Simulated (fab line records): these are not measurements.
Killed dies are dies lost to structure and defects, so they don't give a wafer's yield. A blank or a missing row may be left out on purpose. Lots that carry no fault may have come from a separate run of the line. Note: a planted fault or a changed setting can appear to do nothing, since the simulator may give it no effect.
fab line records | flow sky130
[record] lots = 12 | wafers = 36 | last_day = 50
route steps=708 shown VIA2@531 METAL3@534 METAL4@600 PASSIVATION@684 PAD_OPEN@708
lots that met no fault: from a run of the same line without faults
start_h: the number of hours between the record's first day and the start of the first shown wafer of the lot | wait_h: how many hours have passed since the lot's step before this one | " the same as in the row above | L1.1+2: a row that stands for several wafers | - either no value or no given start | * or withheld: withheld | < > ~ a bound
route shown NAME@n: NAME is a module with steps in the file, n the number in the route of the first one | usual: mean and standard deviation over wafers with no fault | same: alike in all rows | chamber/n: place in a boat | sites: readings site by site | _std_site: how widely they spread, as a standard deviation | _edge_site: outer sites' mean less inner sites' | radius_mm: for every site, how far away it sits from the centre of the wafer | mask NAME#n: copy n | behind: tool/chamber where the wafer was last shaped | hold: why the lot was held/for how many hours/how that ended | device: whichever transistor did not switch (one of n, p or np) | end of line: the tests these same wafers got at the end of their route | step lacking rows: just its recipe | killed: not the wafer's yield, but the dies lost to structure and defects at the first sort | map: a wafer's dies, marking killed ones x, the rest . and places with no die _
set.NAME: the setting the step ran with; set.NAME@STEP: the setting that earlier step ran with | model.NAME: the simulator's own value behind a step, which no gauge read
a sample of lots followed through the steps of the route, with each step as a table and each wafer as a row
services: when a tool's chamber went out of use (start_h, in hours from the record's first day, below 0 if earlier), for how many hours, and the reason
[[steps]]
[step SKY_VIA2_CMP_24]
[recipe] stop_on = SiO2 | t_overpolish_s = 20 | down_force_psi = 3.5 | platen_rpm = 60 | target_thk_nm = 0 | pad_velocity_m_s = 0.94248
[usual] motor_current_A = 11.2/0.9 | overpolish_run_s = 19.998/0.0085 | time_to_endpoint_s = 100/3.3
lot.wafer | tool   | chamber | start_h | wait_h | motor_current_A | overpolish_run_s | time_to_endpoint_s
L926.1    | cmp-02 | 1       | 856.21  | 0.1    | 11.9            | 19.991           | 99
L926.3    | "      | 3       | "       | "      | 10.5            | 20.001           | 97
L926.6    | "      | 2       | "       | "      | 10.5            | 20.012           | 101
L927.4    | cmp-01 | 0       | 875.58  | 0.1    | 10.4            | 19.990           | 101
L927.6    | "      | 3       | "       | "      | 10.2            | 20.003           | 98
L927.5    | "      | 0       | "       | "      | 10.8            | 19.997           | 97
L928.4    | cmp-01 | 2       | 880.32  | 0.0    | 12.4            | 19.991           | 107
L928.1    | "      | 1       | "       | "      | 11.2            | 19.993           | 107
L928.5    | "      | 2       | "       | "      | 11.7            | 19.986           | 102
L930.1    | cmp-02 | 1       | 889.10  | 0.1    | 11.8            | 19.989           | 101
L930.6    | "      | 1       | "       | "      | 11.6            | 19.977           | 101
L930.5    | "      | 2       | "       | "      | 10.3            | 19.995           | 99
L931.2    | cmp-02 | 1       | 898.87  | 0.1    | 12.1            | 19.993           | 102
L931.3    | "      | 2       | "       | "      | 10.4            | 19.981           | 101
L931.5    | "      | 3       | "       | "      | 10.4            | 19.996           | 97
L932.1    | cmp-01 | 3       | 903.57  | 0.1    | 9.6             | 19.992           | 100
L932.2    | "      | 2       | "       | "      | 12.0            | 19.998           | 100
L932.5    | "      | 3       | "       | "      | 9.9             | 19.997           | 101
L933.3    | cmp-01 | 2       | 907.75  | 0.0    | 12.1            | 20.006           | 101
L933.2    | "      | 0       | "       | "      | 10.9            | 19.993           | 99
L933.1    | "      | 1       | "       | "      | 11.6            | 20.011           | 103
L934.4    | cmp-01 | 1       | 916.83  | 0.0    | 10.9            | 20.007           | 99
L934.2    | "      | 0       | "       | "      | 11.2            | 19.993           | 103
L934.6    | "      | 2       | "       | "      | 11.8            | 20.004           | 103
L935.3    | cmp-02 | 0       | 936.89  | 0.0    | 11.9            | 20.012           | 101
L935.4    | "      | 1       | "       | "      | 12.0            | 20.007           | 103
L935.2    | "      | 3       | "       | "      | 10.2            | 19.994           | 99
L940.4    | cmp-01 | 2       | 965.71  | 0.1    | 12.3            | 19.998           | 98
L940.3    | "      | 0       | "       | "      | 10.7            | 20.004           | 96
L940.5    | "      | 2       | "       | "      | 12.0            | 19.999           | 98
L942.4    | cmp-01 | 1       | 994.82  | 0.1    | 11.0            | 19.990           | 104
L942.5    | "      | 3       | "       | "      | 9.9             | 19.997           | 100
L942.6    | "      | 0       | "       | "      | 11.1            | 20.011           | 103
L948.2    | cmp-02 | 1       | 1017.60 | 0.1    | 11.9            | 19.997           | 103
L948.4    | "      | 2       | "       | "      | 10.3            | 20.000           | 102
L948.3    | "      | 3       | "       | "      | 10.5            | 20.011           | 102
[step SKY_METAL3_SPUTTER_02]
[recipe] material = AlCu | target_thk_nm = 735 | power_w = 10600 | time_s = 39.1 | chamber_pressure_pa = 0.4
[usual] throttle_valve_pct = 29.8/0.97
lot.wafer | tool           | chamber | start_h | wait_h | throttle_valve_pct
L926.1    | pvd_sputter-01 | -       | 856.56  | 0.0    | 30.6
L926.3    | "              | -       | "       | "      | 29.6
L926.6    | "              | -       | "       | "      | 30.9
L927.4    | pvd_sputter-02 | -       | 875.88  | 0.0    | 28.5
L927.5    | "              | -       | "       | "      | 28.1
L927.6    | "              | -       | "       | "      | 29.4
L928.1    | pvd_sputter-02 | -       | 880.66  | 0.0    | 28.0
L928.4    | "              | -       | "       | "      | 28.8
L928.5    | "              | -       | "       | "      | 30.3
L930.1    | pvd_sputter-01 | -       | 889.45  | 0.0    | 30.9
L930.5    | "              | -       | "       | "      | 29.0
L930.6    | "              | -       | "       | "      | 30.7
L931.2    | pvd_sputter-01 | -       | 899.12  | 0.0    | 29.4
L931.3    | "              | -       | "       | "      | 29.6
L931.5    | "              | -       | "       | "      | 28.5
L932.1    | pvd_sputter-01 | -       | 903.93  | 0.0    | 29.0
L932.2    | "              | -       | "       | "      | 29.8
L932.5    | "              | -       | "       | "      | 29.2
L933.1    | pvd_sputter-03 | -       | 908.10  | 0.0    | 31.4
L933.2    | "              | -       | "       | "      | 30.7
L933.3    | "              | -       | "       | "      | 29.6
L934.2    | pvd_sputter-03 | -       | 917.18  | 0.0    | 30.5
L934.4    | "              | -       | "       | "      | 29.3
L934.6    | "              | -       | "       | "      | 30.6
L935.2    | pvd_sputter-03 | -       | 937.24  | 0.0    | 30.3
L935.3    | "              | -       | "       | "      | 30.4
L935.4    | "              | -       | "       | "      | 29.2
L940.3    | pvd_sputter-02 | -       | 966.00  | 0.0    | 30.5
L940.4    | "              | -       | "       | "      | 29.3
L940.5    | "              | -       | "       | "      | 29.5
L942.4    | pvd_sputter-01 | -       | 995.07  | 0.0    | 29.7
L942.5    | "              | -       | "       | "      | 29.5
L942.6    | "              | -       | "       | "      | 29.4
L948.2    | pvd_sputter-01 | -       | 1017.90 | 0.0    | 30.8
L948.3    | "              | -       | "       | "      | 29.6
L948.4    | "              | -       | "       | "      | 29.4
[step SKY_METAL4_SPUTTER_02]
[recipe] material = AlCu | target_thk_nm = 735 | power_w = 10600 | time_s = 39.1 | chamber_pressure_pa = 0.4
[usual] throttle_valve_pct = 30.1/1.2
lot.wafer | tool           | chamber | start_h | wait_h | throttle_valve_pct
L926.1    | pvd_sputter-02 | -       | 937.26  | 0.0    | 28.3
L926.3    | "              | -       | "       | "      | 28.8
L926.6    | "              | -       | "       | "      | 30.5
L927.4    | pvd_sputter-02 | -       | 953.70  | 0.0    | 29.4
L927.5    | "              | -       | "       | "      | 27.9
L927.6    | "              | -       | "       | "      | 29.4
L928.1    | pvd_sputter-04 | -       | 958.16  | 0.0    | 31.6
L928.4    | "              | -       | "       | "      | 32.2
L928.5    | "              | -       | "       | "      | 32.6
L930.1    | pvd_sputter-02 | -       | 966.94  | 0.0    | 29.2
L930.5    | "              | -       | "       | "      | 28.3
L930.6    | "              | -       | "       | "      | 30.5
L931.2    | pvd_sputter-02 | -       | 976.78  | 0.0    | 30.4
L931.3    | "              | -       | "       | "      | 28.0
L931.5    | "              | -       | "       | "      | 30.2
L932.1    | pvd_sputter-02 | -       | 982.40  | 0.0    | 29.5
L932.2    | "              | -       | "       | "      | 30.1
L932.5    | "              | -       | "       | "      | 28.5
L933.1    | pvd_sputter-02 | -       | 984.68  | 0.0    | 30.4
L933.2    | "              | -       | "       | "      | 28.0
L933.3    | "              | -       | "       | "      | 28.9
L934.2    | pvd_sputter-04 | -       | 993.99  | 0.0    | 31.1
L934.4    | "              | -       | "       | "      | 31.5
L934.6    | "              | -       | "       | "      | 31.4
L935.2    | pvd_sputter-03 | -       | 1012.06 | 0.0    | 31.4
L935.3    | "              | -       | "       | "      | 30.6
L935.4    | "              | -       | "       | "      | 31.6
L940.3    | pvd_sputter-02 | -       | 1039.26 | 0.0    | 28.8
L940.4    | "              | -       | "       | "      | 30.5
L940.5    | "              | -       | "       | "      | 29.7
L942.4    | pvd_sputter-02 | -       | 1067.26 | 0.0    | 28.3
L942.5    | "              | -       | "       | "      | 30.2
L942.6    | "              | -       | "       | "      | 27.9
L948.2    | pvd_sputter-03 | -       | 1088.15 | 0.0    | 31.7
L948.3    | "              | -       | "       | "      | 30.4
L948.4    | "              | -       | "       | "      | 30.6
[step SKY_PASSIVATION_THK_MEAS_03]
[recipe] reads = Si3N4_of_PASSIVATION_CVD_02
[usual] PASSIVATION_CVD_02_THK = 542/5.9
lot.wafer | tool          | chamber | start_h | wait_h | PASSIVATION_CVD_02_THK[nm]
L926.1    | film_metro-04 | -       | 1035.75 | -      | 529
L926.3    | "             | -       | "       | "      | 547
L926.6    | "             | -       | "       | "      | 544
L927.4    | film_metro-02 | -       | 1049.97 | -      | 543
L927.5    | "             | -       | "       | "      | 536
L927.6    | "             | -       | "       | "      | 546
L928.1    | film_metro-04 | -       | 1053.84 | -      | 533
L928.4    | "             | -       | "       | "      | 541
L928.5    | "             | -       | "       | "      | 542
L930.1    | film_metro-01 | -       | 1061.93 | -      | 540
L930.5    | "             | -       | "       | "      | 543
L930.6    | "             | -       | "       | "      | 539
L931.2    | film_metro-01 | -       | 1070.45 | -      | 542
L931.3    | "             | -       | "       | "      | 540
L931.5    | "             | -       | "       | "      | 548
L932.1    | film_metro-02 | -       | 1076.61 | -      | 532
L932.2    | "             | -       | "       | "      | 533
L932.5    | "             | -       | "       | "      | 543
L933.1    | film_metro-04 | -       | 1078.19 | -      | 540
L933.2    | "             | -       | "       | "      | 543
L933.3    | "             | -       | "       | "      | 540
L934.2    | film_metro-04 | -       | 1087.45 | -      | 535
L934.4    | "             | -       | "       | "      | 546
L934.6    | "             | -       | "       | "      | 541
L935.2    | film_metro-01 | -       | 1103.55 | -      | 539
L935.3    | "             | -       | "       | "      | 542
L935.4    | "             | -       | "       | "      | 548
L940.3    | film_metro-01 | -       | 1127.31 | -      | 539
L940.4    | "             | -       | "       | "      | 540
L940.5    | "             | -       | "       | "      | 543
L942.4    | film_metro-01 | -       | 1151.61 | -      | 551
L942.5    | "             | -       | "       | "      | 551
L942.6    | "             | -       | "       | "      | 551
L948.2    | film_metro-04 | -       | 1169.56 | -      | 542
L948.3    | "             | -       | "       | "      | 534
L948.4    | "             | -       | "       | "      | 549
[step SKY_PAD_OPEN_PROBE_99]
[usual] defect_limited_yield = 82.4/2.1 | killed_at_M0_to_M3 = 43/7.4 | killed_at_M4_up = 3.1/1.9 | killed_at_contacts = 25/5.4 | killed_at_front_end = 15/4.3 | killed_at_other = 0.3/0.54 | killed_dies = 86/10 | killed_open = 46/7.4 | killed_short = 40/7 | sort_bin_3_pad_short = 0.9/0.39 | sort_bin_5_function = 10.3/1.6 | sort_bin_6_memory = 6.4/1.1 | sort_n_pass = 406/10 | sort_yield_pct = 82.4/2.1
[same] gross_dies = 492 | killed_at_back_side = 0 | sort_bin_4_leakage[%] = 0 | sort_bin_8_speed[%] = 0
lot.wafer | tool      | chamber | start_h | wait_h | defect_limited_yield[%] | killed_at_M0_to_M3 | killed_at_M4_up | killed_at_contacts | killed_at_front_end | killed_at_other | killed_dies | killed_open | killed_short | sort_bin_3_pad_short[%] | sort_bin_5_function[%] | sort_bin_6_memory[%] | sort_n_pass | sort_yield_pct[%]
L931.2    | prober-01 | -       | 1114.26 | 0.1    | 81.5                    | 45                 | 2               | 31                 | 13                  | 0               | 91          | 49          | 42           | 0.4                     | 11.2                   | 6.9                  | 401         | 81.5
L931.3    | prober-01 | -       | 1114.31 | 0.2    | 83.5                    | 36                 | 4               | 26                 | 15                  | 0               | 81          | 56          | 25           | 0.6                     | 9.6                    | 6.3                  | 411         | 83.5
L931.5    | prober-01 | -       | 1114.41 | 0.2    | 79.3                    | 53                 | 2               | 30                 | 16                  | 1               | 102         | 60          | 42           | 1.2                     | 13.0                   | 6.5                  | 390         | 79.3
L942.4    | prober-02 | -       | 1187.67 | 0.2    | 72.8                    | 37                 | 47              | 28                 | 22                  | 0               | 134         | 53          | 36           | 1.8                     | 16.9                   | 8.5                  | 358         | 72.8
L942.5    | prober-02 | -       | 1187.72 | 0.2    | 83.1                    | 43                 | 1               | 22                 | 17                  | 0               | 83          | 44          | 39           | 0.8                     | 10.2                   | 5.9                  | 409         | 83.1
L942.6    | prober-02 | -       | 1187.77 | 0.2    | 75.0                    | 46                 | 41              | 22                 | 14                  | 0               | 123         | 47          | 36           | 2.0                     | 15.2                   | 7.7                  | 369         | 75.0
// killed by level:class
L931.2 VIA1:geometric_particle:open=11 CONTACT:geometric_particle:open=10 VIA2:geometric_particle:open=10 LOCAL_INTERCONNECT:geometric_particle:short=7 METAL1:geometric_particle:short=6 LI_CONTACT:geometric_particle:open=5 CONTACT:geometric_particle:short=5 POLY_GATE:geometric_particle:short=4
L931.3 CONTACT:geometric_particle:open=17 VIA1:geometric_particle:open=9 VIA2:geometric_particle:open=7 FIELD_ISO:geometric_particle:short=5 LI_CONTACT:geometric_particle:open=5 VIA3:geometric_particle:open=5 METAL1:geometric_particle:short=5 FIELD_ISO:geometric_particle:open=4
L931.5 CONTACT:geometric_particle:open=14 VIA1:geometric_particle:open=12 VIA3:geometric_particle:open=7 LI_CONTACT:geometric_particle:open=6 METAL1:geometric_particle:short=6 FIELD_ISO:geometric_particle:open=5 FIELD_ISO:geometric_particle:short=5 LOCAL_INTERCONNECT:geometric_particle:short=5
L942.4 METAL4:unspecified=45 LI_CONTACT:geometric_particle:open=11 POLY_GATE:geometric_particle:open=9 CONTACT:geometric_particle:open=9 VIA1:geometric_particle:open=9 METAL2:geometric_particle:short=8 VIA3:geometric_particle:open=7 POLY_GATE:geometric_particle:short=4
L942.5 VIA1:geometric_particle:open=13 POLY_GATE:geometric_particle:short=10 LI_CONTACT:geometric_particle:open=9 METAL2:geometric_particle:short=7 VIA3:geometric_particle:open=6 VIA2:geometric_particle:open=5 LI_CONTACT:geometric_particle:short=5 CONTACT:geometric_particle:short=4
L942.6 METAL4:unspecified=40 VIA1:geometric_particle:open=13 CONTACT:geometric_particle:open=9 VIA2:geometric_particle:open=8 VIA3:geometric_particle:open=6 FIELD_ISO:geometric_particle:short=5 LOCAL_INTERCONNECT:geometric_particle:short=5 METAL2:geometric_particle:short=5
[[services]]
tool           | chamber | start_h | hours | kind
pvd_sputter-04 | -       | 833.20  | 7.6   | repair
cmp-02         | -       | 837.78  | 4.6   | pm
pvd_sputter-01 | 2       | 856.66  | -     | consumable_replace:kit
cmp-01         | -       | 869.16  | 5.3   | pm
cmp-02         | -       | 874.69  | 11.1  | pm
pvd_sputter-02 | 0       | 880.77  | -     | consumable_replace:kit
pvd_sputter-02 | 0       | 880.77  | 18.0  | scheduled_down
pvd_sputter-02 | 0       | 880.77  | 18.0  | vent_cycle
pvd_sputter-04 | -       | 892.02  | 9.0   | repair
cmp-02         | -       | 912.06  | 4.0   | pm
cmp-02         | -       | 914.04  | 1.4   | repair
pvd_sputter-03 | -       | 931.22  | 1.7   | repair
cmp-02         | -       | 937.76  | 2.3   | repair
pvd_sputter-04 | -       | 939.78  | 1.8   | repair
cmp-01         | -       | 941.52  | 5.0   | repair
pvd_sputter-03 | -       | 942.46  | 1.6   | repair
cmp-01         | -       | 974.68  | 2.7   | repair
cmp-01         | -       | 1061.40 | 1.2   | repair
pvd_sputter-02 | 3       | 1074.88 | -     | consumable_replace:kit
pvd_sputter-02 | 3       | 1074.88 | 18.0  | scheduled_down
pvd_sputter-02 | 3       | 1074.88 | 18.0  | vent_cycle
cmp-01         | -       | 1084.13 | 4.0   | pm
cmp-01         | -       | 1088.13 | -     | consumable_replace:conditioner
cmp-01         | -       | 1088.13 | -     | consumable_replace:pad
[[key]]
[first_sign] step = SKY_PAD_OPEN_PROBE_99 | reading = killed_at_M4_up | direction = up | sigmas = 22 | usual = 3.1 | struck = 44
[effect] step = SKY_PAD_OPEN_PROBE_99 | reading = defect_limited_yield | direction = down | sigmas = 4 | usual = 82.4 | struck = 73.9
met_at SKY_METAL4_SPUTTER_02
struck_lots L942
struck_wafers L942.4,L942.6
not_acting_at SKY_VIA2_CMP_24,SKY_METAL3_SPUTTER_02,SKY_PASSIVATION_THK_MEAS_03
onset_between 984.68 1067.26
[fault] kind = chamber_particle_source | tool = pvd_sputter-02 | chamber = - | onset_h = 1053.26 | steps = SKY_METAL4_SPUTTER_02 | rate_per_visit_cm2 = 0.41467 | end_h = 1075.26 | scope = struck_wafers_only
